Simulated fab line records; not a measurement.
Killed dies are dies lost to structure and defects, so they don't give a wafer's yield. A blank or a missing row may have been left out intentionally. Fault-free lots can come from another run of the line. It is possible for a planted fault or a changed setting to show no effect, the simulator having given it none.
fab line records	flow sky130
record lots=6	wafers=18	last_day=50
route steps=708 shown SONOS_TUNNEL@156 SONOS_ONO@168 PAD_OPEN@708
lots that met no fault: taken from a fault-free run of the same line
start_h: hours from the record's first day to the start of the lot's first wafer shown	wait_h: hours from the lot's prior step to this one	" as in the row above	L1.1+2: a single row standing in for several wafers	- no value, or no start was given	* or withheld: withheld	< > ~ a bound
route shown NAME@n: a module of which the file shows steps, and the number in the route of the first	usual: mean/standard deviation of fault-free wafers	same: alike in all rows	chamber/n: place in a boat	sites: per-site readings	_std_site: the values' standard deviation	_edge_site: outer sites' mean less inner sites'	radius_mm: for every site, how far away it sits from the centre of the wafer	mask NAME#n: copy n	behind: the tool/chamber that last shaped the wafer	hold: cause of the lot's hold/its duration in hours/its outcome	device: whichever transistor did not switch (one of n, p or np)	end of line: tests run on the same wafers once the route is complete	where a step has no rows: the recipe by itself	killed: at the first sort, the dies lost to defects and structure; wafer yield is something else	map: a wafer's dies, marking killed ones x, the rest . and places with no die _
set.NAME: the run value of the setting; set.NAME@STEP: its run value at that earlier step	model.NAME: the simulator's own value behind a step, which no gauge read
lots at some steps of the route; a table a step, a row a wafer
services: a tool's chamber out of use, with start hour (start_h, from the record's first day; less than 0 if before it), hours out, and reason
## steps
# step SKY_SONOS_TUNNEL_COAT_02
# recipe resist=NOVOLAK	spin_rpm=3000	resist_thk_nm=1140
# step SKY_SONOS_TUNNEL_SOFTBAKE_03
# recipe temp_c=90	time_s=60	resist=NOVOLAK
# step SKY_SONOS_TUNNEL_EXPOSE_04
# recipe mask_id=TUNM	na=0.6	source_shape=conventional	sigma_outer=0.6	polarization=unpolarized	target_cd_nm=410	dose_mj=136
# step SKY_SONOS_TUNNEL_PEB_05
# recipe temp_c=withheld	time_s=*	resist=NOVOLAK
# step SKY_SONOS_TUNNEL_DEVELOP_06
# recipe resist=NOVOLAK	developer=TMAH	develop_time_s=60	dev_temp_c=23
# step SKY_SONOS_TUNNEL_CD_MEAS_07
# recipe target_cd_nm=410
# usual cd_nm=410.2/2.2
lot.wafer	tool	chamber	start_h	wait_h	cd_nm
L684.1	cd_sem-01	-	262.50	0.1	407.7
L684.4	"	-	"	"	408.2
L684.5	"	-	"	"	409.7
L690.1	cd_sem-01	-	306.84	0.1	411.7
L690.2	"	-	"	"	409.3
L690.5	"	-	"	"	408.3
L699.3	cd_sem-01	-	375.04	0.1	411.8
L699.4	"	-	"	"	412.1
L699.5	"	-	"	"	412.8
L700.2	cd_sem-02	-	387.07	0.1	410.8
L700.4	"	-	"	"	410.3
L700.5	"	-	"	"	407.8
L701.3	cd_sem-01	-	393.56	0.1	411.9
L701.4	"	-	"	"	412.1
L701.5	"	-	"	"	409.9
L706.2	cd_sem-01	-	444.07	0.1	407.6
L706.4	"	-	"	"	409.1
L706.5	"	-	"	"	409.0
# step SKY_SONOS_TUNNEL_OVL_MEAS_08
# usual SONOS_TUNNEL_OVL=0.4/1.4
lot.wafer	tool	chamber	start_h	wait_h	SONOS_TUNNEL_OVL[nm]
L684.1	overlay-01	-	262.62	0.1	2.3
L684.4	"	-	"	"	-0.5
L684.5	"	-	"	"	2.1
L690.1	overlay-02	-	306.96	0.1	0.2
L690.2	"	-	"	"	-1.2
L690.5	"	-	"	"	0.3
L699.3	overlay-02	-	375.14	0.1	1.8
L699.4	"	-	"	"	-0.1
L699.5	"	-	"	"	1.1
L700.2	overlay-01	-	387.18	0.1	-1.2
L700.4	"	-	"	"	1.0
L700.5	"	-	"	"	0.8
L701.3	overlay-02	-	393.66	0.1	1.2
L701.4	"	-	"	"	1.4
L701.5	"	-	"	"	0.2
L706.2	overlay-01	-	444.18	0.1	-1.4
L706.4	"	-	"	"	-0.7
L706.5	"	-	"	"	-0.5
# step SKY_SONOS_TUNNEL_IMPLANT_09
# recipe species=B	energy_kev=20	dose_cm2=1e+12	tilt_deg=withheld
# step SKY_SONOS_TUNNEL_WET_ETCH_10
# recipe chemistry=dHF	target_depth_nm=14	target=SiO2	dilution=100:1	temp_c=25	time_s=280
# step SKY_SONOS_TUNNEL_STRIP_11
# recipe chemistry=SPM	time_s=600	temp_c=130
# step SKY_SONOS_TUNNEL_TW_MEAS_12
# usual SONOS_TUNNEL_TW=196.3/1.8
lot.wafer	tool	chamber	start_h	wait_h	SONOS_TUNNEL_TW
L684.1	film_metro-03	-	263.09	0.0	199.9
L684.4	"	-	"	"	199.9
L684.5	"	-	"	"	200.2
L690.1	film_metro-01	-	307.45	0.0	195.0
L690.2	"	-	"	"	194.9
L690.5	"	-	"	"	194.3
L699.3	film_metro-01	-	375.59	0.0	194.9
L699.4	"	-	"	"	196.2
L699.5	"	-	"	"	195.1
L700.2	film_metro-02	-	387.63	0.0	196.1
L700.4	"	-	"	"	197.5
L700.5	"	-	"	"	195.5
L701.3	film_metro-01	-	394.11	0.0	196.2
L701.4	"	-	"	"	196.0
L701.5	"	-	"	"	195.4
L706.2	film_metro-01	-	444.64	0.0	196.0
L706.4	"	-	"	"	196.2
L706.5	"	-	"	"	195.8
# step SKY_SONOS_TUNNEL_CLEAN_13
# recipe chemistry=dHF	time_s=20	dilution=100:1	dry=ipa_marangoni
# step SKY_SONOS_ONO_OXIDATION_00
# recipe temp_c=800	ambient=O2	idle_temp_c=700	ramp_up_c_per_min=10	ramp_down_c_per_min=3	stabilise_s=600	purge_s=300	target_thk_a=26	ox_time_s=1249
# usual spike_tc_centre_C=800.1/1.9	spike_tc_lower_C=801.2/1	spike_tc_top_C=814.0/1.7	spike_tc_upper_C=800.5/1.3	tube_center_temp_C=800/0.071	tube_center_temp_C_max=802.1/0.37	zone_power_bottom_pct=21.5/1.7
lot.wafer	tool	chamber	start_h	wait_h	spike_tc_centre_C	spike_tc_lower_C	spike_tc_top_C	spike_tc_upper_C	tube_center_temp_C	tube_center_temp_C_max	zone_power_bottom_pct	model.SiO2_of_SONOS_ONO_OXIDATION_00.thk_nm
L684.1	furnace-01	0	263.53	0.4	798.7	801.0	811.1	801.5	800.01	801.9	23.6	2.653
L684.4	"	0	"	"	798.9	800.7	813.6	803.1	799.88	802.2	23.6	2.664
L684.5	"	0	"	"	798.3	801.9	811.9	800.3	800.05	801.9	24.0	2.642
L690.1	furnace-02	0	307.52	0.0	803.2	799.6	817.3	799.2	799.98	802.2	20.0	2.598
L690.2	"	0	"	"	802.3	801.3	815.5	798.3	800	802.3	20.0	2.6
L690.5	"	0	"	"	800.8	800.7	815.9	799.2	799.97	802.1	20.1	2.664
L699.3	furnace-02	0	376.66	1.0	805.8	805.4	820.1	803.2	804.26	806.1	20.1	2.739
L699.4	"	0	"	"	805.2	803.8	818.5	805.4	804.13	805.9	20.1	2.751
L699.5	"	0	"	"	805.1	805.5	820.5	804.7	804.11	805.8	20.2	2.751
L700.2	furnace-01	0	391.99	4.3	799.4	800.7	812.7	801.9	800	801.8	23.7	2.576
L700.4	"	0	"	"	798.1	803.4	811.6	803.2	799.87	801.9	23.4	2.598
L700.5	"	0	"	"	798.5	802.4	813.4	801.6	800	802.2	23.5	2.587
L701.3	furnace-02	0	395.20	1.0	804.5	804.8	818.4	804.5	804.2	806.3	20.5	2.76
L701.4	"	0	"	"	807.6	804.5	817.8	801.2	804.23	806.2	20.4	2.802
L701.5	"	0	"	"	804.9	805.2	819.1	805.0	804.2	805.8	20.3	2.771
L706.2	furnace-01	0	445.72	1.0	799.2	801.5	812.0	801.9	800.03	801.8	23.4	2.544
L706.4	"	0	"	"	799.1	801.8	812.4	801.8	799.91	802.6	23.5	2.517
L706.5	"	0	"	"	796.8	801.2	812.8	801.1	799.91	802.0	23.6	2.501
# step SKY_SONOS_ONO_THK_MEAS_01
# recipe reads=SiO2_of_SONOS_ONO_OXIDATION_00
# usual SONOS_ONO_OXIDATION_THK=2.59/0.06
lot.wafer	tool	chamber	start_h	wait_h	SONOS_ONO_OXIDATION_THK[nm]
L684.1	film_metro-01	-	264.88	0.0	2.60
L684.4	"	-	"	"	2.67
L684.5	"	-	"	"	2.65
L690.1	film_metro-02	-	308.87	0.0	2.61
L690.2	"	-	"	"	2.55
L690.5	"	-	"	"	2.63
L699.3	film_metro-01	-	378.02	0.0	2.77
L699.4	"	-	"	"	2.73
L699.5	"	-	"	"	2.75
L700.2	film_metro-04	-	393.35	0.0	2.58
L700.4	"	-	"	"	2.60
L700.5	"	-	"	"	2.61
L701.3	film_metro-01	-	396.57	0.0	2.79
L701.4	"	-	"	"	2.84
L701.5	"	-	"	"	2.79
L706.2	film_metro-02	-	447.07	0.0	2.53
L706.4	"	-	"	"	2.47
L706.5	"	-	"	"	2.50
# step SKY_SONOS_ONO_CVD_02
# recipe material=Si3N4	precursor=DCS/NH3	target_thk_nm=10.5	temp_c=770	time_s=180	pressure_mtorr=250
# step SKY_PAD_OPEN_PROBE_99
# usual killed_at_M0_to_M3=44/7.4	killed_at_M4_up=3.0/1.8	killed_at_contacts=24/5.1	killed_at_front_end=15/4.3	killed_at_other=0.3/0.54	killed_dies=86/9.9	killed_open=47/7.1	killed_short=38/6.7
# same gross_dies=492	killed_at_back_side=0
lot.wafer	tool	chamber	start_h	wait_h	killed_at_M0_to_M3	killed_at_M4_up	killed_at_contacts	killed_at_front_end	killed_at_other	killed_dies	killed_open	killed_short	model.etest.sonos_erased.vt_v
L684.1	prober-02	-	1094.17	0.1	48	3	20	17	0	88	46	42	-2.219
L684.4	prober-02	-	1094.32	0.2	33	1	27	11	0	72	37	35	-2.162
L684.5	prober-02	-	1094.37	0.2	51	1	39	12	0	103	59	44	-2.239
L690.1	prober-02	-	1128.08	0.1	35	3	20	11	0	69	42	27	-2.319
L690.2	prober-02	-	1128.13	0.1	46	3	23	23	2	97	55	42	-2.331
L690.5	prober-02	-	1128.28	0.2	30	2	24	18	1	75	43	32	-2.223
L699.3	prober-02	-	1173.04	0.2	42	3	15	16	0	76	48	28	-2.117
L699.4	prober-02	-	1173.09	0.2	51	5	22	17	0	95	51	44	-2.092
L699.5	prober-02	-	1173.14	0.2	49	4	30	23	1	107	52	54	-2.156
L700.2	prober-01	-	1179.31	0.1	61	3	27	11	0	102	57	45	-2.194
L700.4	prober-01	-	1179.41	0.2	40	2	27	10	0	79	46	33	-2.251
L700.5	prober-01	-	1179.46	0.2	46	1	33	20	1	101	55	46	-2.273
L701.3	prober-02	-	1179.93	0.2	49	4	28	19	0	100	58	42	-2.12
L701.4	prober-02	-	1179.98	0.2	55	4	28	8	0	95	49	46	-2.101
L701.5	prober-02	-	1180.03	0.2	41	5	27	12	0	85	47	38	-2.171
L706.2	prober-02	-	1208.69	0.1	32	7	19	20	0	78	45	33	-2.3
L706.4	prober-02	-	1208.79	0.2	53	3	31	16	0	103	67	36	-2.328
L706.5	prober-02	-	1208.84	0.2	48	0	25	19	0	92	43	49	-2.397
# killed by level:class
L684.1 LI_CONTACT:geometric_particle:open=8 VIA1:geometric_particle:open=8 CONTACT:geometric_particle:open=7 VIA2:geometric_particle:open=6 VIA1:geometric_particle:short=6 METAL2:geometric_particle:short=6 FIELD_ISO:geometric_particle:short=5 VIA2:geometric_particle:short=5
L684.4 CONTACT:geometric_particle:short=12 LI_CONTACT:geometric_particle:open=9 VIA1:geometric_particle:open=6 FIELD_ISO:geometric_particle:short=5 METAL2:geometric_particle:short=5 CONTACT:geometric_particle:open=5 VIA2:geometric_particle:open=5 VIA1:geometric_particle:short=4
L684.5 CONTACT:geometric_particle:open=21 VIA1:geometric_particle:open=9 METAL1:geometric_particle:short=8 VIA2:geometric_particle:open=8 VIA3:geometric_particle:open=7 CONTACT:geometric_particle:short=7 LI_CONTACT:geometric_particle:open=6 VIA1:geometric_particle:short=6
L690.1 VIA1:geometric_particle:open=10 VIA3:geometric_particle:open=7 CONTACT:geometric_particle:open=6 LI_CONTACT:geometric_particle:open=5 VIA2:geometric_particle:open=4 CONTACT:geometric_particle:short=4 POLY_GATE:geometric_particle:short=3 LOCAL_INTERCONNECT:geometric_particle:short=3
L690.2 VIA1:geometric_particle:open=15 CONTACT:geometric_particle:open=14 FIELD_ISO:geometric_particle:open=10 METAL2:geometric_particle:short=6 FIELD_ISO:geometric_particle:short=5 VIA3:geometric_particle:open=5 VIA3:geometric_particle:short=5 METAL3:geometric_particle:short=5
L690.5 CONTACT:geometric_particle:open=8 LI_CONTACT:geometric_particle:open=6 VIA2:geometric_particle:open=6 VIA3:geometric_particle:open=6 VIA1:geometric_particle:open=5 FIELD_ISO:geometric_particle:short=4 CONTACT:geometric_particle:short=4 METAL2:geometric_particle:short=4
L699.3 VIA3:geometric_particle:open=9 VIA1:geometric_particle:open=8 CONTACT:geometric_particle:open=7 LI_CONTACT:geometric_particle:open=6 VIA2:geometric_particle:open=6 POLY_GATE:geometric_particle:short=5 FIELD_ISO:geometric_particle:open=4 VIA2:geometric_particle:short=4
L699.4 VIA3:geometric_particle:open=13 VIA1:geometric_particle:open=9 METAL2:geometric_particle:short=9 FIELD_ISO:geometric_particle:open=7 CONTACT:geometric_particle:open=6 VIA1:geometric_particle:short=5 LI_CONTACT:geometric_particle:open=5 POLY_GATE:geometric_particle:short=4
L699.5 METAL1:geometric_particle:short=11 CONTACT:geometric_particle:open=9 LI_CONTACT:geometric_particle:open=9 VIA1:geometric_particle:open=9 CONTACT:geometric_particle:short=8 FIELD_ISO:geometric_particle:short=7 FIELD_ISO:geometric_particle:open=7 METAL2:geometric_particle:short=5
L700.2 VIA1:geometric_particle:open=12 CONTACT:geometric_particle:open=11 VIA2:geometric_particle:open=9 VIA3:geometric_particle:open=8 METAL2:geometric_particle:short=7 LI_CONTACT:geometric_particle:open=6 METAL1:geometric_particle:short=5 VIA1:geometric_particle:short=5
L700.4 CONTACT:geometric_particle:open=13 VIA1:geometric_particle:open=9 VIA3:geometric_particle:open=7 VIA1:geometric_particle:short=6 LOCAL_INTERCONNECT:geometric_particle:short=6 VIA2:geometric_particle:open=6 CONTACT:geometric_particle:short=5 METAL2:geometric_particle:short=5
L700.5 CONTACT:geometric_particle:open=16 METAL2:geometric_particle:short=11 VIA1:geometric_particle:open=9 CONTACT:geometric_particle:short=7 POLY_GATE:geometric_particle:open=6 VIA3:geometric_particle:open=5 VIA2:geometric_particle:open=5 VIA2:geometric_particle:short=5
L701.3 VIA1:geometric_particle:open=14 CONTACT:geometric_particle:open=11 VIA1:geometric_particle:short=8 LI_CONTACT:geometric_particle:open=8 POLY_GATE:geometric_particle:open=5 METAL1:geometric_particle:short=5 VIA3:geometric_particle:open=5 FIELD_ISO:geometric_particle:open=4
L701.4 VIA1:geometric_particle:open=17 LI_CONTACT:geometric_particle:open=10 VIA1:geometric_particle:short=8 METAL2:geometric_particle:short=7 LI_CONTACT:geometric_particle:short=6 CONTACT:geometric_particle:open=6 CONTACT:geometric_particle:short=5 VIA2:geometric_particle:open=5
L701.5 LI_CONTACT:geometric_particle:open=10 VIA1:geometric_particle:open=9 VIA2:geometric_particle:open=7 CONTACT:geometric_particle:open=6 VIA3:geometric_particle:open=6 VIA3:geometric_particle:short=5 VIA1:geometric_particle:short=5 CONTACT:geometric_particle:short=4
L706.2 VIA1:geometric_particle:open=10 CONTACT:geometric_particle:open=8 FIELD_ISO:geometric_particle:open=7 VIA2:geometric_particle:open=6 METAL4:geometric_particle:short=6 LI_CONTACT:geometric_particle:open=5 FIELD_ISO:geometric_particle:short=4 SPACER:geometric_particle:short=4
L706.4 VIA1:geometric_particle:open=23 CONTACT:geometric_particle:open=14 LI_CONTACT:geometric_particle:open=7 LOCAL_INTERCONNECT:geometric_particle:short=6 VIA1:geometric_particle:short=6 METAL1:geometric_particle:short=5 POLY_GATE:geometric_particle:open=4 SPACER:geometric_particle:short=4
L706.5 VIA1:geometric_particle:open=10 METAL2:geometric_particle:short=10 CONTACT:geometric_particle:short=7 CONTACT:geometric_particle:open=7 FIELD_ISO:geometric_particle:short=6 VIA3:geometric_particle:open=6 LOCAL_INTERCONNECT:geometric_particle:short=5 VIA1:geometric_particle:short=5
## services
tool	chamber	start_h	hours	kind
furnace-02	-	248.25	3.0	pm
furnace-01	-	255.04	2.7	pm
furnace-01	-	337.88	4.4	repair
furnace-02	-	356.05	3.6	pm
furnace-02	-	364.29	3.4	pm
furnace-02	-	379.41	10.1	pm
## key
first_sign step=SKY_SONOS_ONO_OXIDATION_00	reading=tube_center_temp_C	direction=up	sigmas=52	usual=*	struck=*
effect step=SKY_SONOS_ONO_OXIDATION_00	reading=tube_center_temp_C_max	direction=up	sigmas=11	usual=*	struck=*
effect step=SKY_SONOS_ONO_THK_MEAS_01	reading=SONOS_ONO_OXIDATION_THK	direction=up	sigmas=3.1	usual=2.59	struck=2.78
model_effect step=SKY_SONOS_ONO_OXIDATION_00	value=SiO2_of_SONOS_ONO_OXIDATION_00.thk_nm	without=2.603	struck=2.762
model_effect step=SKY_PAD_OPEN_PROBE_99	value=etest.sonos_erased.vt_v	without=-2.261	struck=-2.126
met_at SKY_SONOS_ONO_OXIDATION_00
struck_wafers L699.3,L699.4,L699.5,L701.3,L701.4,L701.5
tester_left_out L699,L701
onset_between 307.52 376.66
fault kind=process_parameter_drift	tool=furnace-02	chamber=-	onset_h=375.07	steps=SKY_SONOS_ONO_OXIDATION_00	channel=temp_c	offset=*	shape=step	end_h=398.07	acts_in=*	stated=*
# tester_left_out: of these lots the tester's yield and bins aren't shown, on N5 and GAA mostly nor the transistor test; their killed dies are dies lost to structure and defects alone, not to doping, threshold or leakage, so they don't give the yield
